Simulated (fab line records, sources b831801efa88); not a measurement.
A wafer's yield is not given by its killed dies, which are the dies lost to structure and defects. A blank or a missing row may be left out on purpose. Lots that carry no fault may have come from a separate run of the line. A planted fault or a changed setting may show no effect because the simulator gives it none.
Which tool did it? || flow gf180mcu || 7 lots, 21 wafers sampled, at 3 steps of a route of 602

== WHAT THE GAUGES READ, wafer by wafer ==
GF_CONTACT_THK_MEAS_01.
{"lot": "L228", "measured": "day 16 10:48", "on": "film_metro-04", "CONTACT_CVD_00_THK (nm)": "294 296 295"}
{"lot": "L231", "measured": "day 17 04:46", "on": "film_metro-04", "CONTACT_CVD_00_THK (nm)": "305 309 304"}
{"lot": "L233", "measured": "day 18 06:25", "on": "film_metro-02", "CONTACT_CVD_00_THK (nm)": "594 592 600"}
{"lot": "L241", "measured": "day 21 01:05", "on": "film_metro-04", "CONTACT_CVD_00_THK (nm)": "592 599 603"}
{"lot": "L243", "measured": "day 21 16:25", "on": "film_metro-02", "CONTACT_CVD_00_THK (nm)": "306 304 290"}
{"lot": "L245", "measured": "day 22 06:01", "on": "film_metro-02", "CONTACT_CVD_00_THK (nm)": "295 295 299"}
{"lot": "L248", "measured": "day 23 13:22", "on": "film_metro-03", "CONTACT_CVD_00_THK (nm)": "303 297 304"}

== TOOL THAT RAN EACH LOT (tool first, then ch and the chambers of the sampled wafers, then the start) ==
{"lot": "L228", "GF_SAB_STRIP_13": "plasma_asher-02 ch 0,1, day 16 09:55", "GF_CONTACT_CVD_00": "hdpcvd-01 ch 0,1, day 16 10:46"}
{"lot": "L231", "GF_SAB_STRIP_13": "plasma_asher-02 ch 0,1, day 17 04:00", "GF_CONTACT_CVD_00": "hdpcvd-02 ch 0,1, day 17 04:42"}
{"lot": "L233", "GF_SAB_STRIP_13": "plasma_asher-01 ch 0,1, day 18 05:19", "GF_CONTACT_CVD_00": "hdpcvd-01 ch 0,1,2, day 18 06:10"}
{"lot": "L241", "GF_SAB_STRIP_13": "plasma_asher-02 ch 0,1, day 21 00:07", "GF_CONTACT_CVD_00": "hdpcvd-01 ch 0,1,2, day 21 00:50"}
{"lot": "L243", "GF_SAB_STRIP_13": "plasma_asher-01 ch 0,1, day 21 15:39", "GF_CONTACT_CVD_00": "hdpcvd-02 ch 0,1,2, day 21 16:22"}
{"lot": "L245", "GF_SAB_STRIP_13": "plasma_asher-01 ch 0,1, day 22 05:15", "GF_CONTACT_CVD_00": "hdpcvd-01 ch 0,1,2, day 22 05:58"}
{"lot": "L248", "GF_SAB_STRIP_13": "plasma_asher-01 ch 0,1, day 23 12:36", "GF_CONTACT_CVD_00": "hdpcvd-01 ch 0,1,2, day 23 13:19"}
- GF_SAB_STRIP_13: strips in O2/N2.
- GF_CONTACT_CVD_00: deposits SiO2, target thk 300 nm, time 50 s.

== THE ANSWER, worked out from the rows above alone ==
Rule: the lots themselves supply what counts as usual. Put in order of their means at a reading, lots are off if they are a third of the lots or fewer, leave a main group of 4 or more, and stand apart from it by a gap of 3 or more times the standard deviation of the main group's means; of several such gaps the widest counts. Not used: any main group whose means are identical at the precision the tables above print for the reading. A lot without any number at a reading at which 4 lots or more have one is off too. Any other lot the step has rows for is counted as sound.
Off: L233, L241, seen at GF_CONTACT_THK_MEAS_01 (CONTACT_CVD_00_THK). The main group has a mean of 300 nm with a standard deviation of 3.9.
A tool fits if, at a process step before that reading, it ran every lot that is off, and no sound lot after the first of them. The gauges at GF_CONTACT_THK_MEAS_01 are tried like those tools. Of those tried, none fits.

== WHAT HAD BEEN PUT IN BY THE SIMULATOR ==
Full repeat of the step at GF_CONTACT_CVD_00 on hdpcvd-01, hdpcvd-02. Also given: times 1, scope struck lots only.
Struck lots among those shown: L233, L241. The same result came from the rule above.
